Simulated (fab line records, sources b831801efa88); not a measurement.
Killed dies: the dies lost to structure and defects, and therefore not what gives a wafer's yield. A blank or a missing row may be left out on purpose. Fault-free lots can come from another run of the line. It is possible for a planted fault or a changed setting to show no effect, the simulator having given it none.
2 desks looking at one fault | flow sky130 | what lay behind the numbers comes last; until then each desk has only its own

== FOR THE TOOL OWNER'S DESK: furnace-01 ==
The tool's own readings at SKY_GATE_OXIDE_OXIDATION_01 (stabilise 600 s, purge 300 s, target thk 10.268 nm): means of the sampled wafers that have a number, for each lot that ran on this tool. Any lot whose mean is over 4 standard deviations away from the usual mean is out of limits and marked OUT; that distance is given in the brackets.
Columns: A = zone_power_centre_pct at SKY_GATE_OXIDE_OXIDATION_01, usual 18.9 %
lot  | first seen here | A
L315 | day 12 20:31    | 19.5
L320 | day 14 13:02    | 19.4
L322 | day 14 20:03    | 19.3
L329 | day 17 08:54    | 19.5
L331 | day 18 09:01    | 19.3
This desk's finding: nothing out of limits on any of the 5 lots.

== THE METROLOGY DESK ==
What the gauges read, lot by lot, whatever tool the lot ran on: means of the sampled wafers that have a number. Any lot whose mean is over 4 standard deviations away from the usual mean is out of limits and marked OUT; that distance is given in the brackets.
Columns: A = VT_ADJUST_HVTP_TW at SKY_VT_ADJUST_HVTP_TW_MEAS_11, usual 1365; B = GATE_OXIDE_OXIDATION_00_THK at SKY_GATE_OXIDE_THK_MEAS_02, usual 10.34 nm
lot  | first seen here | A    | B
L315 | day 6 09:07     | 1366 | 10.55
L319 | day 7 11:28     | 1368 | 9.98
L320 | day 7 16:42     | 1358 | 10.42
L322 | day 8 01:55     | 1376 | 10.58
L323 | day 8 06:10     | 1378 | 9.86
L324 | day 8 10:07     | 1352 | 10.61
L327 | day 9 11:45     | 1367 | 10.20
L329 | day 9 14:23     | 1360 | 9.59
L331 | day 10 10:52    | 1362 | 9.50
L336 | day 12 05:56    | 1380 | 10.18
L337 | day 12 09:18    | 1358 | 10.29
This desk's finding: nothing out of limits on any of the 11 lots.

== TAKEN TOGETHER ==
The desk of the tool owner found nothing out of limits.
From the metrology desk's view, nothing was out of limits.

== WHAT WAS PUT IN BY THE SIMULATOR ==
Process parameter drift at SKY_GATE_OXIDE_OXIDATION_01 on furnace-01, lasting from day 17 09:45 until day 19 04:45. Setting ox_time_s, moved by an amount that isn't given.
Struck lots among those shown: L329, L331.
